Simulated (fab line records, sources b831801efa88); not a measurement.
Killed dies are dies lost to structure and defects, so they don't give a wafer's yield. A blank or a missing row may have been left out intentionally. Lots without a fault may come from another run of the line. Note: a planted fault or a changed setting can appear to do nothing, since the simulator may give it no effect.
Problem report, 8D (eight disciplines) form, completed by code :: flow sfq line :: the parts of the form that need people (team, actions taken, sign-off) are left out

== 1. WHAT IS WRONG ==
Wafers without a fault read 2999.9 rpm, standard deviation 2; spin speed rpm at SFQ_TRILAYER_R5_LITHO_COAT_136 reads a mean of 2915.6 rpm on 6 wafers belonging to 2 lots. Relative to the usual mean, that is a shift of -42 standard deviations.
The step: resist thk 600 nm.
First observed at day 60 01:02: wafer L771.2, on litho track-03. At this step, 42 wafers from 14 lots have a number in the record. Rule for "out", or "out of limits": more than 4 standard deviations from the usual mean. The other wafers with a number count as sound.

== 2. WHAT IT IS, WHAT IT ISN'T ==
question: which readings at this step
is: spin speed rpm
is not: -

question: which lots
is: L771, L772
is not: L757, L758, L759, L760, L761, L763, L764, L765, L773, L774, L778, L779

question: which wafers of those lots
is: all that have a number
is not: -

question: read on which tools
is: litho track-03
is not: litho track-02, litho track-04

question: when
is: from day 60 01:02
is not: up to then (24 sound wafers); but 12 sound wafers of L773, L774, L778, L779 came after

== 3. WHAT RULES OUT EACH SUSPECT ==
Counting: a tool at a process step up to the reading stays a suspect if it ran every lot that is out and no sound lot after the first of them.
- litho track-03 at SFQ_TRILAYER_R5_LITHO_COAT_136 (resist thk 600 nm): kept. It ran every lot that is out, first L771 (day 60 01:02), and no sound lot after that; its last sound lot up to then is L763 (day 57 13:58). Its own spin speed rpm readings are out on those wafers.
The count leaves litho track-03 at SFQ_TRILAYER_R5_LITHO_COAT_136.

== 4. THE CAUSE (what the simulator had put in) ==
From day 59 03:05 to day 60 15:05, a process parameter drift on litho track-03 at SFQ_TRILAYER_R5_LITHO_COAT_136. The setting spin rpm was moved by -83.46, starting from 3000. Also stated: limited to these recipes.
The count eliminated every tool but this one.

== 5. THE CHAIN OF EFFECTS, in route order ==
Each row: a reading whose mean over the struck wafers that have a number lies more than 3 standard deviations from the usual. Scope: only readings with a usual standard deviation given in the record; hours: median across lots of the time from each lot's start at the first step in this table that gives one to its start at this step; sigmas: change in usual standard deviations.
hours: 0
step: SFQ_TRILAYER_R5_LITHO_COAT_136
reading: spin speed rpm
usual: 2999.9 rpm
on struck wafers: 2915.6
change: -84.3
sigmas: -42
Here are the process steps it includes:
- SFQ_TRILAYER_R5_LITHO_COAT_136: resist thk 600 nm.

== 6. WHAT WOULD HAVE CAUGHT IT SOONER ==
22 hours passed between the start of the fault at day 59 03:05 and the first reading out of limits in this record, taken at day 60 01:02.
